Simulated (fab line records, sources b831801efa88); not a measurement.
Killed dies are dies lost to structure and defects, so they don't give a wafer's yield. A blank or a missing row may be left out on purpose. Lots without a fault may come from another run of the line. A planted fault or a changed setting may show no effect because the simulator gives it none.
fab line records | flow sky130
record lots=13 wafers=39 last_day=50
route steps=708 shown LOCAL_INTERCONNECT@393 CONTACT@407 METAL1@449
lots that met no fault: from a run of the same line without faults
start_h: hours from the record's first day to the start of the lot's first wafer shown | wait_h: hours since the lot's step before | " the same as in the row above | L1.1+2: a row that stands for several wafers | - no value, or no start given | * or withheld: withheld | < > ~ a bound
route shown NAME@n: a module of which the file shows steps, and the number in the route of the first | usual: mean/standard deviation of fault-free wafers | same: alike in all rows | chamber/n: place in a boat | sites: the reading at each site | _std_site: their standard deviation | _edge_site: outer sites' mean less inner sites' | radius_mm: how far each site lies from the wafer's centre | mask NAME#n: copy n | behind: the tool/chamber that last shaped the wafer | hold: why the lot was held/for how many hours/how that ended | device: the transistor (n, p or np) that didn't switch | end of line: the same wafers' tests at the end of the route | a step without rows: its recipe alone | killed: dies lost to structure and defects at the first sort, not the wafer's yield | map: a wafer's dies, x killed, . not, _ none there
set.NAME: the setting as run; set.NAME@STEP: as run at that earlier step | model.NAME: the simulator's own value behind a step, which no gauge read
steps of the route over a sample of lots; a table a step, a row a wafer
services: from which hour (start_h, from the record's first day; less than 0 if before it) a tool's chamber was out of use, for how many hours, and why
## steps
# step SKY_LOCAL_INTERCONNECT_COAT_06
# recipe resist=KrF-thick spin_rpm=3000 resist_thk_nm=450
# usual spin_speed_rpm=3000.0/1.8
# columns lot.wafer tool chamber start_h wait_h spin_speed_rpm
L552.2 litho_track-03 0 710 - 3000.6
L552.5 " 0 " " 3001.0
L552.6 " 0 " " 3000.8
L554.2 litho_track-02 0 728 - 2997.5
L554.3 " 0 " " 3000.7
L554.5 " 0 " " 3001.1
L551.3 litho_track-02 0 729 - 2999.3
L551.4 " 0 " " 3000.4
L551.5 " 0 " " 2999.6
L555.1 litho_track-02 0 731 - 3002.7
L555.3 " 0 " " 3000.9
L555.5 " 0 " " 2999.3
L556.2 litho_track-02 0 734 - 2999.7
L556.3 " 0 " " 3002.7
L556.4 " 0 " " 3001.7
L557.1 litho_track-03 0 740 - 2998.0
L557.3 " 0 " " 3003.1
L557.6 " 0 " " 3000.1
L565.1 litho_track-03 0 818 - 2935.9
L565.2 " 0 " " 2933.3
L565.3 " 0 " " 2934.4
L567.1 litho_track-03 0 831 - 2930.0
L567.3 " 0 " " 2932.5
L567.5 " 0 " " 2932.2
L569.1 litho_track-02 0 839 - 2999.9
L569.3 " 0 " " 2998.7
L569.4 " 0 " " 2995.6
L568.1 litho_track-02 0 843 - 3001.9
L568.2 " 0 " " 2999.3
L568.4 " 0 844 - 3001.1
L570.1 litho_track-02 0 848 - 2999.4
L570.3 " 0 " " 3002.0
L570.6 " 0 " " 2999.6
L573.1 litho_track-01 0 871 - 3000.0
L573.2 " 0 " " 3003.1
L573.5 " 0 " " 3000.9
L574.1 litho_track-02 0 876 - 2998.2
L574.2 " 0 " " 3002.0
L574.6 " 0 " " 2999.8
# step SKY_LOCAL_INTERCONNECT_STRIP_15
# recipe chemistry=O2/N2 power_w=1400 pressure_mtorr=1500 platen_temp_c=withheld o2_flow_sccm=3000 n2_flow_sccm=300 overash_fraction=0.5
# usual drypump_motor_current_A=5.5/0.39 n2_flow_sccm=299.8/1.7 oes_product_au=0.426/0.004 strip_time_to_endpoint_s=4.708/0.02
# columns lot.wafer tool chamber start_h wait_h drypump_motor_current_A n2_flow_sccm oes_product_au rf_hours_counter_h strip_time_to_endpoint_s
L552.2 plasma_asher-04 0 725.19 0.0 5.7 299.7 0.428 56 4.701
L552.5 " 1 " " 5.1 300.0 0.427 - 4.670
L552.6 " 0 " " 5.7 299.0 0.431 - 4.717
L554.2 plasma_asher-02 0 743.81 0.0 6.0 301.0 0.433 93 4.703
L554.3 " 0 " " 6.0 299.3 0.427 - 4.692
L554.5 " 1 " " 5.5 300.4 0.423 - 4.685
L551.3 plasma_asher-01 1 744.21 0.1 5.8 301.2 0.422 - 4.678
L551.4 " 0 " " 4.9 299.8 0.432 - 4.686
L551.5 " 1 " " 5.8 300.4 0.421 - 4.709
L555.1 plasma_asher-01 0 746.14 0.0 4.9 300.0 0.428 31 4.708
L555.3 " 0 " " 4.9 300.2 0.425 - 4.685
L555.5 " 0 " " 4.9 300.8 0.418 - 4.691
L556.2 plasma_asher-02 1 748.77 0.0 5.4 299.4 0.433 94 4.700
L556.3 " 0 " " 6.0 300.1 0.415 - 4.728
L556.4 " 1 " " 5.4 300.1 0.426 - 4.718
L557.1 plasma_asher-02 1 755.00 0.1 5.4 300.5 0.426 94 4.703
L557.3 " 0 " " 6.0 301.2 0.423 - 4.750
L557.6 " 0 " " 6.0 300.8 0.420 - 4.720
L565.1 plasma_asher-04 1 832.19 0.0 5.1 299.8 0.427 67 4.775
L565.2 " 0 " " 5.7 300.5 0.431 67 4.747
L565.3 " 1 " " 5.1 300.1 0.430 - 4.754
L567.1 plasma_asher-02 0 844.24 0.0 6.1 300.4 0.437 101 4.796
L567.3 " 1 " " 5.4 299.5 0.431 - 4.770
L567.5 " 0 " " 6.1 299.6 0.435 - 4.791
L569.1 plasma_asher-02 1 852.54 0.0 5.4 299.8 0.425 102 4.705
L569.3 " 1 " " 5.4 299.2 0.425 - 4.709
L569.4 " 0 " " 6.0 300.3 0.427 - 4.688
L568.1 plasma_asher-04 0 857.83 0.0 5.7 300.5 0.432 70 4.702
L568.2 " 1 " " 5.0 300.1 0.428 70 4.718
L568.4 " 1 " " 5.1 298.7 0.421 - 4.670
L570.1 plasma_asher-04 0 861.74 0.0 5.7 301.2 0.426 70 4.716
L570.3 " 0 " " 5.7 300.7 0.429 - 4.675
L570.6 " 1 " " 5.1 299.4 0.420 - 4.731
L573.1 plasma_asher-01 1 885.26 0.0 5.8 300.7 0.429 46 4.709
L573.2 " 0 " " 4.9 299.4 0.424 46 4.714
L573.5 " 0 " " 4.9 300.7 0.420 - 4.730
L574.1 plasma_asher-02 1 890.89 0.0 5.4 299.7 0.428 106 4.700
L574.2 " 0 " " 6.0 300.6 0.424 106 4.712
L574.6 " 0 " " 6.0 299.2 0.433 - 4.718
# step SKY_CONTACT_THK_MEAS_01
# recipe reads=Si3N4_of_CONTACT_CVD_00
# usual CONTACT_CVD_00_THK=75.2/1.1
# columns lot.wafer tool chamber start_h wait_h CONTACT_CVD_00_THK[nm]
L552.2 film_metro-02 - 725.90 - 73.8
L552.5 " - " " 75.4
L552.6 " - " " 76.0
L554.2 film_metro-01 - 744.45 - 74.6
L554.3 " - " " 73.5
L554.5 " - " " 75.7
L551.3 film_metro-02 - 744.82 - 74.7
L551.4 " - " " 74.1
L551.5 " - " " 76.1
L555.1 film_metro-02 - 746.76 - 75.0
L555.3 " - " " 72.9
L555.5 " - " " 74.7
L556.2 film_metro-02 - 749.40 - 74.9
L556.3 " - " " 75.8
L556.4 " - " " 77.1
L557.1 film_metro-03 - 755.63 - 75.1
L557.3 " - " " 73.1
L557.6 " - " " 74.0
L565.1 film_metro-03 - 832.82 - 73.7
L565.2 " - " " 74.2
L565.3 " - " " 74.5
L567.1 film_metro-03 - 844.86 - 74.0
L567.3 " - " " 74.4
L567.5 " - " " 75.0
L569.1 film_metro-03 - 853.16 - 73.4
L569.3 " - " " 75.0
L569.4 " - " " 75.5
L568.1 film_metro-01 - 858.45 - 74.0
L568.2 " - " " 73.8
L568.4 " - " " 75.3
L570.1 film_metro-02 - 862.40 - 76.1
L570.3 " - " " 73.1
L570.6 " - " " 77.5
L573.1 film_metro-02 - 885.89 - 74.4
L573.2 " - " " 73.7
L573.5 " - " " 75.6
L574.1 film_metro-03 - 891.51 - 75.2
L574.2 " - " " 73.4
L574.6 " - " " 75.4
# step SKY_METAL1_CD_MEAS_15
# recipe target_cd_nm=140
# usual cd_nm=140.1/1.4
# columns lot.wafer tool chamber start_h wait_h cd_nm
L552.2 cd_sem-01 - 782.93 - 142.0
L552.5 " - " " 142.1
L552.6 " - " " 142.5
L554.2 cd_sem-01 - 800.96 - 139.7
L554.3 " - " " 139.7
L554.5 " - " " 138.5
L551.3 cd_sem-02 - 801.15 - 140.2
L551.4 " - " " 140.9
L551.5 " - " " 140.4
L555.1 cd_sem-02 - 802.71 - 142.3
L555.3 " - " " 140.5
L555.5 " - " " 141.0
L556.2 cd_sem-02 - 805.88 - 141.3
L556.3 " - " " 139.8
L556.4 " - " " 140.3
L557.1 cd_sem-01 - 810.76 - 138.9
L557.3 " - " " 138.4
L557.6 " - " " 138.7
L565.1 cd_sem-02 - 887.99 - 142.2
L565.2 " - " " 142.9
L565.3 " - " " 140.7
L567.1 cd_sem-01 - 899.06 - 140.0
L567.3 " - " " 138.4
L567.5 " - " " 137.8
L569.1 cd_sem-02 - 906.86 - 140.6
L569.3 " - " " 141.8
L569.4 " - " " 142.7
L568.1 cd_sem-01 - 910.61 - 138.6
L568.2 " - " " 140.1
L568.4 " - " " 138.9
L570.1 cd_sem-02 - 915.85 - 137.3
L570.3 " - " " 137.8
L570.6 " - " " 138.7
L573.1 cd_sem-02 - 938.11 - 138.5
L573.2 " - " " 141.0
L573.5 " - " " 139.1
L574.1 cd_sem-01 - 942.65 - 141.5
L574.2 " - " " 141.3
L574.6 " - " " 140.4
# step SKY_METAL1_OVL_MEAS_16
# usual METAL1_OVL=-3/6.1
# columns lot.wafer tool chamber start_h wait_h METAL1_OVL[nm]
L552.2 overlay-02 - 783.03 0.1 5
L552.5 " - " " -4
L552.6 " - " " -2
L554.2 overlay-02 - 801.07 0.1 -5
L554.3 " - " " -2
L554.5 " - " " 3
L551.3 overlay-01 - 801.24 0.1 -10
L551.4 " - " " -21
L551.5 " - " " -11
L555.1 overlay-01 - 802.83 0.1 -3
L555.3 " - " " 1
L555.5 " - " " 3
L556.2 overlay-01 - 805.98 0.1 -4
L556.3 " - " " 0
L556.4 " - " " 0
L557.1 overlay-01 - 810.88 0.1 -4
L557.3 " - " " -7
L557.6 " - " " -15
L565.1 overlay-02 - 888.11 0.1 -4
L565.2 " - " " -8
L565.3 " - " " -4
L567.1 overlay-01 - 899.18 0.1 -7
L567.3 " - " " -9
L567.5 " - " " -7
L569.1 overlay-02 - 906.98 0.1 3
L569.3 " - " " 6
L569.4 " - " " 1
L568.1 overlay-02 - 910.73 0.1 -7
L568.2 " - " " -2
L568.4 " - " " -4
L570.1 overlay-02 - 915.97 0.1 0
L570.3 " - " " -3
L570.6 " - " " -4
L573.1 overlay-02 - 938.23 0.1 -13
L573.2 " - " " -16
L573.5 " - " " -6
L574.1 overlay-02 - 942.77 0.1 -11
L574.2 " - " " 0
L574.6 " - " " -4
## services
# columns tool chamber start_h hours kind
plasma_asher-01 - 693.12 0.7 repair
plasma_asher-02 - 696.93 8.1 repair
plasma_asher-01 - 732.49 1.1 repair
plasma_asher-02 - 815.24 0.8 repair
plasma_asher-02 - 829.63 14.6 pm
plasma_asher-04 - 858.12 0.7 repair
## key
first_sign step=SKY_LOCAL_INTERCONNECT_COAT_06 reading=spin_speed_rpm direction=down sigmas=37 usual=3000.0 struck=2933.1
effect step=SKY_LOCAL_INTERCONNECT_STRIP_15 reading=strip_time_to_endpoint_s direction=up sigmas=3.2 usual=* struck=*
met_at SKY_LOCAL_INTERCONNECT_COAT_06
struck_lots L565,L567
tester_left_out L565,L567
not_acting_at SKY_CONTACT_THK_MEAS_01,SKY_METAL1_CD_MEAS_15,SKY_METAL1_OVL_MEAS_16
onset_between 740 818
fault kind=process_parameter_drift tool=litho_track-03 chamber=- onset_h=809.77 steps=SKY_LOCAL_INTERCONNECT_COAT_06 channel=spin_rpm offset=-65.038 shape=step end_h=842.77 acts_in=these_recipes_only stated=3000
# tester_left_out: of these lots the tester's yield and bins aren't shown, on N5 and GAA mostly nor the transistor test; their killed dies are dies lost to structure and defects alone, not to doping, threshold or leakage, so they don't give the yield
